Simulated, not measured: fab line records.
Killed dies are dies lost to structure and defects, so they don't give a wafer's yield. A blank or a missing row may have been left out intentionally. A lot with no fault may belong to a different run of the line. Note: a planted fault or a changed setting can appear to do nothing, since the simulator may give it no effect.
Which tool is to blame? :: flow sky130 :: 42 wafers from 14 lots sampled at 4 of the route's 708 steps

== WHAT THE GAUGES SHOWED, per wafer ==
SKY_FIELD_ISO_THK_MEAS_25. Usual: FIELD_ISO_CVD_24_THK gives 592 nm (standard deviation 6.6).
lot: L135
measured: day 2 14:07
on: filmMetro-02
FIELD_ISO_CVD_24_THK (nm): 591 591 585
flag: 

lot: L137
measured: day 3 02:03
on: filmMetro-03
FIELD_ISO_CVD_24_THK (nm): 596 596 598
flag: 

lot: L138
measured: day 3 09:06
on: filmMetro-01
FIELD_ISO_CVD_24_THK (nm): 586 583 585
flag: 

lot: L139
measured: day 3 11:46
on: filmMetro-01
FIELD_ISO_CVD_24_THK (nm): 586 598 601
flag: 

lot: L140
measured: day 3 18:49
on: filmMetro-02
FIELD_ISO_CVD_24_THK (nm): 596 588 585
flag: 

lot: L141
measured: day 3 22:58
on: filmMetro-01
FIELD_ISO_CVD_24_THK (nm): 590 584 585
flag: 

lot: L142
measured: day 4 04:20
on: filmMetro-03
FIELD_ISO_CVD_24_THK (nm): 598 589 604
flag: 

lot: L143
measured: day 4 08:26
on: filmMetro-02
FIELD_ISO_CVD_24_THK (nm): 598 602 596
flag: 

lot: L144
measured: day 4 14:19
on: filmMetro-03
FIELD_ISO_CVD_24_THK (nm): 591 591 594
flag: 

lot: L145
measured: day 4 19:37
on: filmMetro-02
FIELD_ISO_CVD_24_THK (nm): 595 582 591
flag: 

lot: L147
measured: day 5 06:22
on: filmMetro-02
FIELD_ISO_CVD_24_THK (nm): 583 583 586
flag: 

lot: L148
measured: day 5 10:25
on: filmMetro-01
FIELD_ISO_CVD_24_THK (nm): 584 589 585
flag: 

lot: L150
measured: day 5 20:37
on: filmMetro-01
FIELD_ISO_CVD_24_THK (nm): 581 591 598
flag: 

lot: L151
measured: day 6 00:12
on: filmMetro-03
FIELD_ISO_CVD_24_THK (nm): 582 592 593
flag: 

== TOOL THAT RAN EACH LOT (tool first, then ch and the chambers of the sampled wafers, then the start) ==
lot: L135
SKY_FIELD_ISO_PEB_11: lithoTrack-03 ch 0, day 2 11:00
SKY_FIELD_ISO_ETCH_14: rieDiel-04 ch 0,1,2, day 2 12:16
SKY_FIELD_ISO_STRIP_16: plasmaAsher-01 ch 0,1, day 2 12:22

lot: L137
SKY_FIELD_ISO_PEB_11: lithoTrack-03 ch 0, day 2 23:00
SKY_FIELD_ISO_ETCH_14: rieDiel-03 ch 1,2,3, day 3 00:13
SKY_FIELD_ISO_STRIP_16: plasmaAsher-01 ch 0,1, day 3 00:19

lot: L138
SKY_FIELD_ISO_PEB_11: lithoTrack-02 ch 0, day 3 05:00
SKY_FIELD_ISO_ETCH_14: rieDiel-03 ch 1,2,3, day 3 06:01
SKY_FIELD_ISO_STRIP_16: plasmaAsher-03 ch 0,1, day 3 06:09

lot: L139
SKY_FIELD_ISO_PEB_11: lithoTrack-02 ch 0, day 3 08:00
SKY_FIELD_ISO_ETCH_14: rieDiel-04 ch 2,3, day 3 08:28
SKY_FIELD_ISO_STRIP_16: plasmaAsher-01 ch 0,1, day 3 08:34

lot: L140
SKY_FIELD_ISO_PEB_11: lithoTrack-02 ch 0, day 3 12:00
SKY_FIELD_ISO_ETCH_14: rieDiel-02 ch 0,1, day 3 13:07
SKY_FIELD_ISO_STRIP_16: plasmaAsher-01 ch 0,1, day 3 13:13

lot: L141
SKY_FIELD_ISO_PEB_11: lithoTrack-04 ch 0, day 3 17:00
SKY_FIELD_ISO_ETCH_14: rieDiel-02 ch 0,1,2, day 3 18:22
SKY_FIELD_ISO_STRIP_16: plasmaAsher-03 ch 0,1, day 3 18:28

lot: L142
SKY_FIELD_ISO_PEB_11: lithoTrack-02 ch 0, day 3 22:00
SKY_FIELD_ISO_ETCH_14: rieDiel-03 ch 2,3, day 3 22:52
SKY_FIELD_ISO_STRIP_16: plasmaAsher-01 ch 0,1, day 3 22:58

lot: L143
SKY_FIELD_ISO_PEB_11: lithoTrack-04 ch 0, day 4 04:00
SKY_FIELD_ISO_ETCH_14: rieDiel-03 ch 2,3, day 4 05:22
SKY_FIELD_ISO_STRIP_16: plasmaAsher-04 ch 0,1, day 4 05:28

lot: L144
SKY_FIELD_ISO_PEB_11: lithoTrack-02 ch 0, day 4 12:00
SKY_FIELD_ISO_ETCH_14: rieDiel-03 ch 1,2,3, day 4 12:28
SKY_FIELD_ISO_STRIP_16: plasmaAsher-01 ch 0,1, day 4 12:34

lot: L145
SKY_FIELD_ISO_PEB_11: lithoTrack-03 ch 0, day 4 14:00
SKY_FIELD_ISO_ETCH_14: rieDiel-02 ch 0,1,2, day 4 15:01
SKY_FIELD_ISO_STRIP_16: plasmaAsher-03 ch 0,1, day 4 15:07

lot: L147
SKY_FIELD_ISO_PEB_11: lithoTrack-04 ch 0, day 5 01:00
SKY_FIELD_ISO_ETCH_14: rieDiel-03 ch 1,3, day 5 01:34
SKY_FIELD_ISO_STRIP_16: plasmaAsher-04 ch 0,1, day 5 01:42

lot: L148
SKY_FIELD_ISO_PEB_11: lithoTrack-03 ch 0, day 5 05:00
SKY_FIELD_ISO_ETCH_14: rieDiel-04 ch 0,1, day 5 05:43
SKY_FIELD_ISO_STRIP_16: plasmaAsher-01 ch 0,1, day 5 05:50

lot: L150
SKY_FIELD_ISO_PEB_11: lithoTrack-04, day 5 17:00
SKY_FIELD_ISO_ETCH_14: rieDiel-03 ch 0,1,2, day 5 18:19
SKY_FIELD_ISO_STRIP_16: plasmaAsher-03 ch 0, day 5 18:25

lot: L151
SKY_FIELD_ISO_PEB_11: lithoTrack-03, day 5 21:00
SKY_FIELD_ISO_ETCH_14: rieDiel-04 ch 0,1, day 5 22:16
SKY_FIELD_ISO_STRIP_16: plasmaAsher-04 ch 0,1, day 5 22:22
- SKY_FIELD_ISO_PEB_11
- SKY_FIELD_ISO_ETCH_14: etches BARC in N2/H2, stops on SiO2, time 45.9 s, target depth 60 nm.
- SKY_FIELD_ISO_STRIP_16: strips in O2/N2.

== AS READ BY THE TOOLS THEMSELVES (means over the sampled wafers that have a number; for cases with no such wafer, the mark the record gives instead) ==
SKY_FIELD_ISO_PEB_11. Usual: exhaustPa reads 45.0 Pa (standard deviation 0.91).
lot: L135
tool: lithoTrack-03
exhaustPa (Pa): 44.1
flag: 

lot: L137
tool: lithoTrack-03
exhaustPa (Pa): 43.5
flag: 

lot: L138
tool: lithoTrack-02
exhaustPa (Pa): 43.8
flag: 

lot: L139
tool: lithoTrack-02
exhaustPa (Pa): 44.5
flag: 

lot: L140
tool: lithoTrack-02
exhaustPa (Pa): 45.4
flag: 

lot: L141
tool: lithoTrack-04
exhaustPa (Pa): 44.7
flag: 

lot: L142
tool: lithoTrack-02
exhaustPa (Pa): 46.5
flag: 

lot: L143
tool: lithoTrack-04
exhaustPa (Pa): 43.8
flag: 

lot: L144
tool: lithoTrack-02
exhaustPa (Pa): 45.9
flag: 

lot: L145
tool: lithoTrack-03
exhaustPa (Pa): 44.3
flag: 

lot: L147
tool: lithoTrack-04
exhaustPa (Pa): 43.8
flag: 

lot: L148
tool: lithoTrack-03
exhaustPa (Pa): 45.2
flag: 

lot: L150
tool: lithoTrack-04
exhaustPa (Pa): -
flag: OFF

lot: L151
tool: lithoTrack-03
exhaustPa (Pa): -
flag: OFF

SKY_FIELD_ISO_ETCH_14. Usual: drypumpMotorCurrentA 5.7 A, standard deviation 0.55; oesProductAu 0.854 a.u., standard deviation 0.0046; throttleValvePct 13.225 %, standard deviation 0.01.
lot: L135
tool: rieDiel-04
drypumpMotorCurrentA (A): 5.6
oesProductAu (a.u.): 0.854
throttleValvePct (%): 13.227
flag: 

lot: L137
tool: rieDiel-03
drypumpMotorCurrentA (A): 6.2
oesProductAu (a.u.): 0.852
throttleValvePct (%): 13.225
flag: 

lot: L138
tool: rieDiel-03
drypumpMotorCurrentA (A): 6.3
oesProductAu (a.u.): 0.856
throttleValvePct (%): 13.233
flag: 

lot: L139
tool: rieDiel-04
drypumpMotorCurrentA (A): 5.6
oesProductAu (a.u.): 0.856
throttleValvePct (%): 13.220
flag: 

lot: L140
tool: rieDiel-02
drypumpMotorCurrentA (A): 5.0
oesProductAu (a.u.): 0.858
throttleValvePct (%): 13.223
flag: 

lot: L141
tool: rieDiel-02
drypumpMotorCurrentA (A): 5.5
oesProductAu (a.u.): 0.857
throttleValvePct (%): 13.233
flag: 

lot: L142
tool: rieDiel-03
drypumpMotorCurrentA (A): 6.0
oesProductAu (a.u.): 0.861
throttleValvePct (%): 13.227
flag: 

lot: L143
tool: rieDiel-03
drypumpMotorCurrentA (A): 6.1
oesProductAu (a.u.): 0.855
throttleValvePct (%): 13.226
flag: 

lot: L144
tool: rieDiel-03
drypumpMotorCurrentA (A): 6.3
oesProductAu (a.u.): 0.852
throttleValvePct (%): 13.227
flag: 

lot: L145
tool: rieDiel-02
drypumpMotorCurrentA (A): 5.5
oesProductAu (a.u.): 0.855
throttleValvePct (%): 13.232
flag: 

lot: L147
tool: rieDiel-03
drypumpMotorCurrentA (A): 6.5
oesProductAu (a.u.): 0.856
throttleValvePct (%): 13.226
flag: 

lot: L148
tool: rieDiel-04
drypumpMotorCurrentA (A): 5.6
oesProductAu (a.u.): 0.854
throttleValvePct (%): 13.232
flag: 

lot: L150
tool: rieDiel-03
drypumpMotorCurrentA (A): 5.7
oesProductAu (a.u.): 0.853
throttleValvePct (%): 13.223
flag: 

lot: L151
tool: rieDiel-04
drypumpMotorCurrentA (A): 5.5
oesProductAu (a.u.): 0.857
throttleValvePct (%): 13.223
flag: 

SKY_FIELD_ISO_STRIP_16. Usual: drypumpMotorCurrentA 5.8 A, standard deviation 0.49; oesProductAu 0.378 a.u., standard deviation 0.005; stripTimeToEndpointS 3.56 s, standard deviation 0.037.
lot: L135
tool: plasmaAsher-01
drypumpMotorCurrentA (A): 6.3
oesProductAu (a.u.): 0.382
stripTimeToEndpointS (s): 3.56
flag: 

lot: L137
tool: plasmaAsher-01
drypumpMotorCurrentA (A): 6.3
oesProductAu (a.u.): 0.378
stripTimeToEndpointS (s): 3.56
flag: 

lot: L138
tool: plasmaAsher-03
drypumpMotorCurrentA (A): 5.3
oesProductAu (a.u.): 0.378
stripTimeToEndpointS (s): 3.57
flag: 

lot: L139
tool: plasmaAsher-01
drypumpMotorCurrentA (A): 6.3
oesProductAu (a.u.): 0.382
stripTimeToEndpointS (s): 3.60
flag: 

lot: L140
tool: plasmaAsher-01
drypumpMotorCurrentA (A): 6.3
oesProductAu (a.u.): 0.377
stripTimeToEndpointS (s): 3.57
flag: 

lot: L141
tool: plasmaAsher-03
drypumpMotorCurrentA (A): 5.3
oesProductAu (a.u.): 0.379
stripTimeToEndpointS (s): 3.57
flag: 

lot: L142
tool: plasmaAsher-01
drypumpMotorCurrentA (A): 6.1
oesProductAu (a.u.): 0.380
stripTimeToEndpointS (s): 3.59
flag: 

lot: L143
tool: plasmaAsher-04
drypumpMotorCurrentA (A): 5.5
oesProductAu (a.u.): 0.381
stripTimeToEndpointS (s): 3.57
flag: 

lot: L144
tool: plasmaAsher-01
drypumpMotorCurrentA (A): 6.0
oesProductAu (a.u.): 0.379
stripTimeToEndpointS (s): 3.58
flag: 

lot: L145
tool: plasmaAsher-03
drypumpMotorCurrentA (A): 5.3
oesProductAu (a.u.): 0.379
stripTimeToEndpointS (s): 3.53
flag: 

lot: L147
tool: plasmaAsher-04
drypumpMotorCurrentA (A): 5.6
oesProductAu (a.u.): 0.376
stripTimeToEndpointS (s): 3.55
flag: 

lot: L148
tool: plasmaAsher-01
drypumpMotorCurrentA (A): 6.3
oesProductAu (a.u.): 0.383
stripTimeToEndpointS (s): 3.56
flag: 

lot: L150
tool: plasmaAsher-03
drypumpMotorCurrentA (A): 5.7
oesProductAu (a.u.): 0.378
stripTimeToEndpointS (s): 3.55
flag: 

lot: L151
tool: plasmaAsher-04
drypumpMotorCurrentA (A): 5.5
oesProductAu (a.u.): 0.381
stripTimeToEndpointS (s): 3.56
flag: 

== THE ANSWER, worked out from the rows above alone ==
Rule: lot off if the mean of its wafers having a number is beyond 3 standard deviations from the usual mean. A lot without any number at a reading at which 4 lots or more have one is off too. All remaining lots with rows at the step are treated as sound. Order of review: gauges by route order, followed by the tools' own readings, for which a lot's mean as printed above is used. At the first step where some lot is off, the reading lying furthest off is the one used; lots without a number count as furthest.
Off: L150, L151, at SKY_FIELD_ISO_PEB_11 (exhaustPa). Without a number there: L150, L151.
If a tool, at that step or one of the process steps before it, ran each lot that is off and ran no sound lot following the first of them, it fits. No candidate that was tried fits.

== WHAT WAS PUT IN BY THE SIMULATOR ==
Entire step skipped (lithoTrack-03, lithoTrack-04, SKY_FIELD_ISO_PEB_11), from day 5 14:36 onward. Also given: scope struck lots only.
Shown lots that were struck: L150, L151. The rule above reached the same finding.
